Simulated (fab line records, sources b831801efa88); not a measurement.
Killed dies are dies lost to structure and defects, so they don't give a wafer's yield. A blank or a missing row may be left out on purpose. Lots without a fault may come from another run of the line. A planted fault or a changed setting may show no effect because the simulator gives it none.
fab line records | flow sky130
record lots=6 wafers=18 last_day=50
route steps=708 shown LDD_HVP@282 LDD_LDN@289
lots that met no fault: from a run of the same line without faults
start_h: hours from the record's first day to the start of the lot's first wafer shown | wait_h: hours since the lot's step before | " the same as in the row above | L1.1+2: a row that stands for several wafers | - no value, or no start given | * or withheld: withheld | < > ~ a bound
route shown NAME@n: a module of which the file shows steps, and the number in the route of the first | usual: mean/standard deviation of fault-free wafers | same: alike in all rows | chamber/n: place in a boat | sites: the reading at each site | _std_site: their standard deviation | _edge_site: outer sites' mean less inner sites' | radius_mm: how far each site lies from the wafer's centre | mask NAME#n: copy n | behind: the tool/chamber that last shaped the wafer | hold: why the lot was held/for how many hours/how that ended | device: the transistor (n, p or np) that didn't switch | end of line: the same wafers' tests at the end of the route | a step without rows: its recipe alone | killed: dies lost to structure and defects at the first sort, not the wafer's yield | map: a wafer's dies, x killed, . not, _ none there
set.NAME: the setting as run; set.NAME@STEP: as run at that earlier step | model.NAME: the simulator's own value behind a step, which no gauge read
lots at some steps of the route; a table a step, a row a wafer
services: from which hour (start_h, from the record's first day; less than 0 if before it) a tool's chamber was out of use, for how many hours, and why
## steps
# step SKY_LDD_HVP_EXPOSE_04
# recipe mask_id=HVPTM na=0.6 source_shape=conventional sigma_outer=0.6 polarization=unpolarized target_cd_nm=700 dose_mj=87
# step SKY_LDD_HVP_PEB_05
# recipe temp_c=withheld time_s=* resist=NOVOLAK
# step SKY_LDD_HVP_DEVELOP_06
# recipe resist=NOVOLAK developer=TMAH develop_time_s=60 dev_temp_c=23
# step SKY_LDD_HVP_OVL_MEAS_07
# usual LDD_HVP_OVL=-0.1/1.5
# columns lot.wafer tool chamber start_h wait_h LDD_HVP_OVL[nm]
L565.1 overlay-02 - 495.25 0.1 -2.7
L565.4 " - " " -1.5
L565.5 " - " " -0.4
L568.1 overlay-02 - 527.60 0.1 0.0
L568.3 " - " " -1.9
L568.4 " - " " 2.3
L577.1 overlay-01 - 598.63 0.1 -1.8
L577.3 " - " " -0.7
L577.4 " - " " -1.4
L578.3 overlay-01 - 607.95 0.1 1.1
L578.4 " - " " 0.9
L578.6 " - " " 2.5
L582.2 overlay-02 - 649.36 0.1 -1.1
L582.3 " - " " -2.0
L582.4 " - " " -1.5
L585.3 overlay-01 - 670.09 0.1 1.3
L585.5 " - " " 2.6
L585.6 " - " " -0.4
# step SKY_LDD_HVP_IMPLANT_08
# recipe species=B energy_kev=20 dose_cm2=1.7e+13 tilt_deg=17.9
# step SKY_LDD_HVP_STRIP_09
# recipe chemistry=O2/N2 power_w=1400 pressure_mtorr=1500 platen_temp_c=withheld o2_flow_sccm=3000 n2_flow_sccm=300 overash_fraction=0.5
# usual drypump_motor_current_A=6.0/0.42 oes_product_au=0.409/0.0045 strip_time_to_endpoint_s=4.135/0.015
# columns lot.wafer tool chamber start_h wait_h drypump_motor_current_A oes_product_au rf_hours_counter_h strip_time_to_endpoint_s
L565.1 plasma_asher-02 0 495.44 0.1 5.6 0.409 26 4.131
L565.4 " 1 " " 5.7 0.408 - 4.171
L565.5 " 0 " " 5.6 0.407 - 4.155
L568.1 plasma_asher-03 0 527.79 0.1 5.7 0.408 9 4.129
L568.3 " 1 " " 6.7 0.413 - 4.143
L568.4 " 0 " " 5.7 0.416 - 4.119
L577.1 plasma_asher-04 0 598.82 0.1 6.2 0.406 93 4.113
L577.3 " 1 " " 6.3 0.412 - 4.141
L577.4 " 0 " " 6.2 0.409 - 4.130
L578.3 plasma_asher-02 1 608.15 0.1 5.6 0.411 - 4.119
L578.4 " 0 " " 5.6 0.411 - 4.117
L578.6 " 1 " " 5.6 0.405 - 4.118
L582.2 plasma_asher-03 0 649.54 0.1 5.7 0.406 22 4.096
L582.3 " 1 " " 6.7 0.405 - 4.118
L582.4 " 0 " " 5.7 0.413 - 4.131
L585.3 plasma_asher-02 0 670.45 0.2 5.6 0.407 - 4.109
L585.5 " 1 " " 5.6 0.414 - 4.153
L585.6 " 0 " " 5.6 0.406 - 4.142
# step SKY_LDD_HVP_TW_MEAS_10
# usual LDD_HVP_TW=455/8.4
# columns lot.wafer tool chamber start_h wait_h LDD_HVP_TW
L565.1 film_metro-04 - 495.54 0.1 465
L565.4 " - " " 465
L565.5 " - " " 465
L568.1 film_metro-04 - 527.89 0.1 466
L568.3 " - " " 466
L568.4 " - " " 467
L577.1 film_metro-03 - 598.92 0.1 447
L577.3 " - " " 447
L577.4 " - " " 449
L578.3 film_metro-04 - 608.24 0.1 464
L578.4 " - " " 466
L578.6 " - " " 468
L582.2 film_metro-03 - 649.65 0.1 444
L582.3 " - " " 443
L582.4 " - " " 443
L585.3 film_metro-01 - 670.54 0.1 455
L585.5 " - " " 455
L585.6 " - " " 457
# step SKY_LDD_LDN_DEHYDRATE_00
# recipe temp_c=200 time_s=60
# step SKY_LDD_LDN_HMDS_01
# recipe prime_time_s=60 prime_temp_c=120
# step SKY_LDD_LDN_COAT_02
# recipe resist=NOVOLAK spin_rpm=3000 resist_thk_nm=1140
# step SKY_LDD_LDN_SOFTBAKE_03
# recipe temp_c=90 time_s=60 resist=NOVOLAK
# step SKY_LDD_LDN_EXPOSE_04
# recipe mask_id=LDNTM na=0.6 source_shape=conventional sigma_outer=0.6 polarization=unpolarized target_cd_nm=700 dose_mj=140
# step SKY_LDD_LDN_PEB_05
# recipe temp_c=withheld time_s=* resist=NOVOLAK
# usual chill_plate_temp_C=* exhaust_pa=45.2/0.85
# columns lot.wafer tool chamber start_h wait_h chill_plate_temp_C exhaust_pa
L565.1 litho_track-01 0 525.44 - * 44.2
L565.4 " 0 " " * 46.4
L565.5 " 0 " " * 44.5
L568.1 litho_track-01 0 557.04 - * 45.2
L568.3 " 0 " " * 44.8
L568.4 " 0 " " * 45.6
L577.1 litho_track-02 - 627.64 - - -
L577.3 " - " " - -
L577.4 " - " " - -
L578.3 litho_track-01 - 636.89 - - -
L578.4 " - " " - -
L578.6 " - " " - -
L582.2 litho_track-02 0 677.51 - * 45.3
L582.3 " 0 " " * 45.7
L582.4 " 0 " " * 46.1
L585.3 litho_track-02 0 698.44 - * 43.8
L585.5 " 0 " " * 44.0
L585.6 " 0 " " * 43.7
# step SKY_LDD_LDN_DEVELOP_06
# recipe resist=NOVOLAK developer=TMAH develop_time_s=60 dev_temp_c=23
## services
# columns tool chamber start_h hours kind
plasma_asher-02 - 578.13 3.6 repair
plasma_asher-02 - 586.94 14.6 pm
plasma_asher-02 - 601.54 2.8 pm
plasma_asher-03 - 664.79 3.2 repair
## key
first_sign step=SKY_LDD_LDN_PEB_05 reading=tool_record direction=missing
effect none on later readings
met_at SKY_LDD_LDN_PEB_05
struck_wafers L577.1,L577.3,L577.4,L578.3,L578.4,L578.6
sort_left_out L577.1,L577.3,L577.4,L578.3,L578.4,L578.6
tester_left_out L577,L578
onset_between 557.04 627.64
fault kind=skipped_step_whole tool=litho_track-01,litho_track-02 chamber=- onset_h=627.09 steps=SKY_LDD_LDN_PEB_05 scope=struck_lots_only
# tester_left_out: of these lots the tester's yield and bins aren't shown, on N5 and GAA mostly nor the transistor test; their killed dies are dies lost to structure and defects alone, not to doping, threshold or leakage, so they don't give the yield
# sort_left_out: the simulated sort isn't trusted on such a fault, so these wafers' sort isn't shown, and their yield isn't known
